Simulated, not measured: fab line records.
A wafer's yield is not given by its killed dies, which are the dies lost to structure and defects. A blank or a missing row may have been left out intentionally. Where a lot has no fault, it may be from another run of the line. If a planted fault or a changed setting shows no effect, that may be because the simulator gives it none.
Problem report, 8D (eight disciplines) form, completed by code || flow gf180mcu || the parts of the form that need people (team, actions taken, sign-off) are left out

== 1. WHAT WENT WRONG ==
Across 6 wafers from 2 lots, MVPSD_TW at GF_MVPSD_TW_MEAS_11 averages 412, while fault-free wafers read 554 with a standard deviation of 3.4. Measured from the usual mean, that is -42 standard deviations.
First seen on wafer L914.1, day 7 18:14, on film-metro-01. At this step, 36 wafers from 12 lots have a number in the record. Rule for "out", or "out of limits": more than 4 standard deviations from the usual mean. Any other wafer with a number is counted as sound.

== 2. WHAT THIS IS AND IS NOT ==
{"question": "which readings at this step", "is": "MVPSD_TW", "is not": "-"}
{"question": "which lots", "is": "L914, L917", "is not": "L904, L906, L907, L908, L912, L920, L921, L922, L924, L926"}
{"question": "which wafers of those lots", "is": "all that have a number", "is not": "-"}
{"question": "read on which gauges", "is": "film-metro-01, film-metro-03", "is not": "-"}
{"question": "when", "is": "from day 7 18:14", "is not": "up to then (15 sound wafers); but 15 sound wafers of L920, L921, L922, L924, L926 came after"}

== 3. WHAT RULES OUT EACH SUSPECT ==
Counting: a tool stays on the suspect list if, at a process step up to the reading, it processed all lots that are out and no sound lot following the first of them.
- the gauge at GF_MVPSD_TW_MEAS_11 has been ruled out. 2 gauges (film-metro-01, film-metro-03) read the wafers that are out.
- implanter-02 at GF_MVPSD_IMPLANT_08: kept. It ran every lot that is out, first L914 (day 7 17:50), and no sound lot after that; its last sound lot up to then is L908 (day 6 07:14). On those wafers its own readings are out: dose-ions-cm2, faraday-current-uA.
Left after counting: implanter-02 at GF_MVPSD_IMPLANT_08.

== 4. THE CAUSE (what the simulator had put in) ==
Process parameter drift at GF_MVPSD_IMPLANT_08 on implanter-02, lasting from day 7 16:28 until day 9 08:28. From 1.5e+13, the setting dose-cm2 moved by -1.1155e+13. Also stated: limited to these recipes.
After counting, this tool was the only one left.

== 5. THE CHAIN OF EFFECTS, in route order ==
Each row: a reading where the mean over the struck wafers with a number is more than 3 standard deviations away from the usual. Only readings for which the record gives a usual standard deviation are gone through. hours: the time from each lot's start at the first step in this table that gives one to its start at this step, as a median over the lots. sigmas: the change in usual standard deviations.
{"hours": 0, "step": "GF_MVPSD_IMPLANT_08", "reading": "dose-ions-cm2", "usual": 1.4998e+13, "on struck wafers": 3.8405e+12, "change": -1.1158e+13, "sigmas": "-99 or more"}
{"hours": 0, "step": "GF_MVPSD_IMPLANT_08", "reading": "faraday-current-uA", "usual": 84.8, "on struck wafers": 21.6, "change": -63.2, "sigmas": -40}
{"hours": 0, "step": "GF_MVPSD_TW_MEAS_11", "reading": "MVPSD_TW", "usual": 554, "on struck wafers": 412, "change": -142, "sigmas": -42}
{"hours": 70, "step": "GF_VT_IMPLANT_RS_MEAS_49", "reading": "MVPSD_RS", "usual": "1168 ohm/sq", "on struck wafers": 2178, "change": "+1010", "sigmas": "+99 or more"}
Process steps it contains:
- GF_MVPSD_IMPLANT_08
At these later measuring or inspecting steps, every struck wafer for which the step has a row has a number for every such reading, and none has moved that far: GF_VT_IMPLANT_TW_MEAS_10, GF_VT_IMPLANT_TW_MEAS_21.

== 6. HOW IT WOULD HAVE BEEN CAUGHT EARLIER ==
2 hours passed between the start of the fault at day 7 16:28 and the first reading out of limits at a measuring or inspecting step in this record, taken at day 7 18:14.
At GF_MVPSD_IMPLANT_08, the tool's own readings (dose-ions-cm2, faraday-current-uA) were out on each struck wafer the step has a row for, so an alarm limit on them would have fired on the first such wafer.
Of the lots that are out (2), L917 began GF_MVPSD_IMPLANT_08 on implanter-02 after day 7 18:14. A tool hold placed at that time would have kept it from harm.
